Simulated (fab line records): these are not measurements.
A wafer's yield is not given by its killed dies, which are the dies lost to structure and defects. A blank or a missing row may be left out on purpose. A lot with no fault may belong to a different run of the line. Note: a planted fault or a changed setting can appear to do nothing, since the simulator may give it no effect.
Shared-tool check + flow sky130 + 14 lots, 42 wafers sampled

REASON FOR OPENING
2 of 14 lots carry a flag on the reading LDD_N_OVL at SKY_LDD_N_OVL_MEAS_07. Fault-free wafers read -1.3 nm, with a standard deviation of 1.3.
Rule: a lot gets a flag if all its wafers with a number sit over 4 standard deviations from that mean, or if no wafer of it has a number. All remaining lots are regarded as sound.

| lot  | measured     | on         | LDD_N_OVL (nm), wafer by wafer | flag    |
|------|--------------|------------|--------------------------------|---------|
| L711 | day 17 18:15 | overlay-02 | -1.0 -2.2 -2.0                 |         |
| L712 | day 17 23:37 | overlay-01 | -0.8 -2.1 0.2                  |         |
| L714 | day 19 17:12 | overlay-01 | -1.2 -1.0 -1.3                 |         |
| L715 | day 19 22:39 | overlay-01 | -3.1 -1.8 -1.2                 |         |
| L717 | day 20 10:28 | overlay-02 | -2.2 -1.4 -1.8                 |         |
| L716 | day 20 10:46 | overlay-02 | -0.1 -0.8 -1.6                 |         |
| L718 | day 20 13:49 | overlay-02 | -3.6 -4.0 -4.4                 |         |
| L719 | day 20 21:33 | overlay-02 | -0.3 -0.4 0.6                  |         |
| L720 | day 21 05:28 | overlay-01 | -0.9 -0.1 -2.2                 |         |
| L721 | day 22 02:24 | overlay-01 | -1.2 -1.6 0.3                  |         |
| L723 | day 22 07:35 | overlay-02 | -0.4 0.3 1.1                   |         |
| L726 | day 23 04:51 | overlay-01 | -2.1 -0.8 -0.8                 |         |
| L731 | day 24 19:58 | overlay-01 | 69.5 69.4 69.8                 | FLAGGED |
| L732 | day 25 03:31 | overlay-02 | 71.1 67.1 69.7                 | FLAGGED |
On average the flagged lots' numbers are 69.4 nm, which is +70.7 nm against the usual, or +54 standard deviations.

EACH LOT AND THE TOOL IT RAN ON
The record keeps 1 process step preceding the reading, out of 708 steps on the route. Read each cell as the tool, then ch plus the chambers that the sampled wafers visited, then the start.
| lot  | flag    | SKY_LDD_N_EXPOSE_04                 |
|------|---------|-------------------------------------|
| L711 |         | iline stepper-01 ch 0, day 17 04:19 |
| L712 |         | iline stepper-02 ch 0, day 17 09:25 |
| L714 |         | iline stepper-02 ch 0, day 19 01:49 |
| L715 |         | iline stepper-01 ch 0, day 19 07:01 |
| L717 |         | iline stepper-02 ch 0, day 19 19:08 |
| L716 |         | iline stepper-01 ch 0, day 19 19:24 |
| L718 |         | iline stepper-01 ch 0, day 19 22:37 |
| L719 |         | iline stepper-01 ch 0, day 20 06:37 |
| L720 |         | iline stepper-01 ch 0, day 20 15:03 |
| L721 |         | iline stepper-02 ch 0, day 21 11:08 |
| L723 |         | iline stepper-01 ch 0, day 21 16:41 |
| L726 |         | iline stepper-02 ch 0, day 22 13:41 |
| L731 | FLAGGED | iline stepper-01 ch 0, day 24 05:04 |
| L732 | FLAGGED | iline stepper-01 ch 0, day 24 12:16 |
These steps, and what they do:
- SKY_LDD_N_EXPOSE_04: exposes mask NTM, target cd 840 nm.
- SKY_LDD_N_OVL_MEAS_07

FLAGGED AGAINST TOTAL, ONE TOOL AT A TIME (gauges that did the reading follow at the end)
| step                  | tool             | lots run | flagged | share of the flagged lots | sound lots run after its first flagged lot |
|-----------------------|------------------|----------|---------|---------------------------|--------------------------------------------|
| SKY_LDD_N_EXPOSE_04   | iline stepper-01 | 9        | 2       | all                       | 0                                          |
| SKY_LDD_N_EXPOSE_04   | iline stepper-02 | 5        | 0       | none                      | -                                          |
| SKY_LDD_N_OVL_MEAS_07 | overlay-01       | 7        | 1       | some                      | 0                                          |
| SKY_LDD_N_OVL_MEAS_07 | overlay-02       | 7        | 1       | some                      | 0                                          |

WHAT THE TABLE PERMITS
1 row of the table ran every flagged lot: iline stepper-01 at SKY_LDD_N_EXPOSE_04.
- iline stepper-01 at SKY_LDD_N_EXPOSE_04 ran 9 lots, 2 of them flagged. Its last sound lot is L723 (day 21 16:41), its first flagged lot L731 (day 24 05:04): a fault that began between those two fits.
iline stepper-01 at SKY_LDD_N_EXPOSE_04 is the single tool remaining.

WHAT WAS PUT IN BY THE SIMULATOR
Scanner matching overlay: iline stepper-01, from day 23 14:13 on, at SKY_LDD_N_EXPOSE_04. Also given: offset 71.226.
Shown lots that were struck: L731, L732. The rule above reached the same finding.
